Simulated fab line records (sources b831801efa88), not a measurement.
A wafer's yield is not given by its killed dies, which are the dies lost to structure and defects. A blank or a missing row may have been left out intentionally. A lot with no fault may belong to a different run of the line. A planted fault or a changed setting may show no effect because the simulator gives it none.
Which tool was responsible?	flow sky130	at 1 step of a route of 708, 12 lots with 36 wafers sampled

## WHAT THE GAUGES READ, wafer by wafer
SKY_VT_ADJUST_PCH_TW_MEAS_10.
lot	measured	on	VT_ADJUST_PCH_TW
L075	day 10 13:24	film metro-04	139.8 140.0 140.2
L077	day 11 05:41	film metro-04	139.6 139.8 140.6
L079	day 11 22:23	film metro-02	142.7 143.8 143.3
L081	day 12 16:45	film metro-03	142.8 142.3 142.9
L083	day 13 05:56	film metro-03	142.3 142.2 142.2
L085	day 13 22:36	film metro-04	139.7 139.8 139.8
L087	day 14 10:51	film metro-02	143.6 142.7 144.0
L089	day 15 01:45	film metro-04	140.3 140.9 140.3
L091	day 15 18:53	film metro-03	141.5 141.9 140.5
L093	day 16 12:24	film metro-02	144.0 144.3 143.6
L095	day 17 02:17	film metro-04	140.8 140.5 141.8
L097	day 18 04:38	film metro-04	140.7 140.3 140.5

## TOOL THAT RAN EACH LOT (tool first, then ch and the chambers of the sampled wafers, then the start)
The record holds no process step before these readings.

## THE ANSWER, worked out from the rows above alone
Rule: the usual values come from the lots themselves. Put in order of their means at a reading, lots are off if they are a third of the lots or fewer, leave a main group of 4 or more, and stand apart from it by a gap of 3 or more times the standard deviation of the main group's means; of several such gaps the widest counts. If all means in a main group match to the digits the tables above print for the reading, that group is not used. Also off: a lot with no number at a reading for which 4 or more lots have one. Where the step has rows for the other lots, those lots are counted as sound.
Nothing can be told from this: no lot is off at any reading shown.

## WHAT WAS PUT IN BY THE SIMULATOR
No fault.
